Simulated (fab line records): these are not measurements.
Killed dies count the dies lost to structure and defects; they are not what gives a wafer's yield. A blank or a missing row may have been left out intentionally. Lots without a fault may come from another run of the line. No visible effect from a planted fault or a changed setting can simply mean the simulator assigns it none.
The tool behind it: which one? :: flow sky130 :: 42 wafers from 14 lots sampled at 2 of the route's 708 steps

WHAT THE GAUGES READ, wafer by wafer
SKY_VT_ADJUST_LVTN_TW_MEAS_21. Usual: VT_ADJUST_LVTN_2_TW typically reads 187.3, with standard deviation 2.8.
lot: L376
measured: day 7 15:05
on: film_metro-02
VT_ADJUST_LVTN_2_TW: 186.1 186.3 185.5
flag: 

lot: L377
measured: day 7 20:03
on: film_metro-04
VT_ADJUST_LVTN_2_TW: 190.5 190.8 190.3
flag: 

lot: L380
measured: day 8 16:52
on: film_metro-01
VT_ADJUST_LVTN_2_TW: 224.1 224.6 223.5
flag: OFF

lot: L382
measured: day 9 07:08
on: film_metro-02
VT_ADJUST_LVTN_2_TW: 185.2 184.0 184.9
flag: 

lot: L383
measured: day 9 09:14
on: film_metro-02
VT_ADJUST_LVTN_2_TW: 184.4 184.5 183.9
flag: 

lot: L385
measured: day 10 05:15
on: film_metro-04
VT_ADJUST_LVTN_2_TW: 231.3 230.8 231.2
flag: OFF

lot: L388
measured: day 11 01:41
on: film_metro-01
VT_ADJUST_LVTN_2_TW: 185.4 185.5 185.5
flag: 

lot: L391
measured: day 12 00:11
on: film_metro-04
VT_ADJUST_LVTN_2_TW: 191.6 192.3 192.8
flag: 

lot: L392
measured: day 12 04:33
on: film_metro-02
VT_ADJUST_LVTN_2_TW: 185.7 187.1 186.5
flag: 

lot: L394
measured: day 12 17:31
on: film_metro-02
VT_ADJUST_LVTN_2_TW: 187.4 186.9 187.4
flag: 

lot: L395
measured: day 12 21:40
on: film_metro-02
VT_ADJUST_LVTN_2_TW: 186.6 187.9 185.9
flag: 

lot: L396
measured: day 13 11:29
on: film_metro-02
VT_ADJUST_LVTN_2_TW: 185.3 186.8 184.8
flag: 

lot: L397
measured: day 13 19:23
on: film_metro-04
VT_ADJUST_LVTN_2_TW: 190.1 190.4 190.4
flag: 

lot: L399
measured: day 14 08:11
on: film_metro-01
VT_ADJUST_LVTN_2_TW: 185.6 184.6 185.3
flag: 

TOOL THAT RAN EACH LOT (tool first, then ch and the chambers of the sampled wafers, then the start)
lot: L376
SKY_VT_ADJUST_LVTN_IMPLANT_19: implanter-04 ch 0, day 7 14:50

lot: L377
SKY_VT_ADJUST_LVTN_IMPLANT_19: implanter-02 ch 0, day 7 19:49

lot: L380
SKY_VT_ADJUST_LVTN_IMPLANT_19: implanter-01 ch 0, day 8 16:17

lot: L382
SKY_VT_ADJUST_LVTN_IMPLANT_19: implanter-04 ch 0, day 9 06:53

lot: L383
SKY_VT_ADJUST_LVTN_IMPLANT_19: implanter-02 ch 0, day 9 09:02

lot: L385
SKY_VT_ADJUST_LVTN_IMPLANT_19: implanter-01 ch 0, day 10 04:41

lot: L388
SKY_VT_ADJUST_LVTN_IMPLANT_19: implanter-02 ch 0, day 11 01:26

lot: L391
SKY_VT_ADJUST_LVTN_IMPLANT_19: implanter-01 ch 0, day 11 23:56

lot: L392
SKY_VT_ADJUST_LVTN_IMPLANT_19: implanter-01 ch 0, day 12 04:19

lot: L394
SKY_VT_ADJUST_LVTN_IMPLANT_19: implanter-01 ch 0, day 12 17:17

lot: L395
SKY_VT_ADJUST_LVTN_IMPLANT_19: implanter-01 ch 0, day 12 21:25

lot: L396
SKY_VT_ADJUST_LVTN_IMPLANT_19: implanter-04 ch 0, day 13 11:14

lot: L397
SKY_VT_ADJUST_LVTN_IMPLANT_19: implanter-01 ch 0, day 13 19:10

lot: L399
SKY_VT_ADJUST_LVTN_IMPLANT_19: implanter-04 ch 0, day 14 07:56
- SKY_VT_ADJUST_LVTN_IMPLANT_19

AS READ BY THE TOOLS THEMSELVES (means over the sampled wafers that have a number; for cases with no such wafer, the mark the record gives instead)
The record holds no such reading with a usual standard deviation.

THE ANSWER, worked out from the rows above alone
Rule: a lot counts as off when the mean over its wafers that have a number is more than 3 standard deviations away from the usual mean. Also off: a lot with no number at a reading for which 4 or more lots have one. All remaining lots with rows at the step are treated as sound. The gauges are gone through in route order, then the tools' own readings, and for those a lot's mean is taken as printed above. The first step at which some lot is off is used, and at that step the reading that is off furthest; a lot without a number counts as furthest.
Off: L380, L385, at SKY_VT_ADJUST_LVTN_TW_MEAS_21 (VT_ADJUST_LVTN_2_TW).
A tool fits if, at a process step before that reading, it ran every lot that is off, and no sound lot after the first of them. Those tools and the gauges at SKY_VT_ADJUST_LVTN_TW_MEAS_21 are tried in the same way. No candidate that was tried fits.

WHAT THE SIMULATOR HAD INSERTED
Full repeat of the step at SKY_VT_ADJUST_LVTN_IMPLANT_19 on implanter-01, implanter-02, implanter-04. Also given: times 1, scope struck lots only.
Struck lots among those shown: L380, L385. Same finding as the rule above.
